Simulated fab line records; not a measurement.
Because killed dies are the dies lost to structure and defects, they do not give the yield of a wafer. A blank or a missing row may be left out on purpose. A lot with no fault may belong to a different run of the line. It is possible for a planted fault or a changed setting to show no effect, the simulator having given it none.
The tool behind it: which one?	flow gf180mcu	18 wafers from 6 lots sampled at 4 of the route's 602 steps

## WHAT EACH GAUGE READ, for each wafer
GF_MIM_RS_MEAS_10: the measuring method here is four-point-probe.
lot	measured	on	MIM_ALCU_RS (ohm/sq)
L757	day 25 05:46	film_metro-03	0.1597 0.1619 0.1606
L761	day 26 20:23	film_metro-03	0.1633 0.1608 0.1630
L763	day 27 15:49	film_metro-02	0.1603 0.1592 0.1593
L768	day 28 23:45	film_metro-02	0.1608 0.1613 0.1626
L776	day 30 22:49	film_metro-01	0.1585 0.1590 0.1599
L778	day 31 19:54	film_metro-01	0.1593 0.1587 0.1599

## WHAT TOOL EACH LOT RAN ON (gives the tool, then ch and the chambers of the sampled wafers, and finally the start)
lot	GF_V4_ETCH_16	GF_V4_ETCH_17	GF_MIM_SPUTTER_03
L757	rie_diel-04 ch 0,1, day 25 03:50	rie_diel-04 ch 0,1, day 25 05:28 or earlier	pvd_sputter-04, day 25 05:28
L761	rie_diel-04 ch 0,1,3, day 26 18:34	rie_diel-04 ch 0,1,3, day 26 20:07 or earlier	pvd_sputter-03, day 26 20:07
L763	rie_diel-04 ch 2,3, day 27 13:58	rie_diel-04 ch 2,3, day 27 15:32 or earlier	pvd_sputter-03, day 27 15:32
L768	rie_diel-02 ch 1,2,3, day 28 21:56	rie_diel-02 ch 1,2,3, day 28 23:28 or earlier	pvd_sputter-04, day 28 23:28
L776	rie_diel-04 ch 1,2, day 30 20:58	rie_diel-04 ch 1,2, day 30 22:34 or earlier	pvd_sputter-04, day 30 22:34
L778	rie_diel-03 ch 0,2,3, day 31 18:05	rie_diel-03 ch 0,2,3, day 31 19:37 or earlier	pvd_sputter-02, day 31 19:37
- GF_V4_ETCH_16: etches BARC in N2/H2.
- GF_V4_ETCH_17: etches SiO2 in C4F8/O2/Ar, stops on TiN, target depth 630 nm.
- GF_MIM_SPUTTER_03: material Ti, target thk 10 nm, time 6.7 s.

## THE ANSWER, worked out from the rows above alone
Rule: the usual values come from the lots themselves. The widest of any qualifying gaps counts: lots, ordered by their means at a reading, are off when they make up no more than a third of the lots, leave a main group of 4 or more, and stand apart from it by 3 or more times the standard deviation of that group's means. Not used: any main group whose means are identical at the precision the tables above print for the reading. A lot without any number at a reading at which 4 lots or more have one is off too. The other lots that the step has rows for count as sound.
Nothing can be told from this: no lot is off at any reading shown.

## WHAT WAS PUT IN BY THE SIMULATOR
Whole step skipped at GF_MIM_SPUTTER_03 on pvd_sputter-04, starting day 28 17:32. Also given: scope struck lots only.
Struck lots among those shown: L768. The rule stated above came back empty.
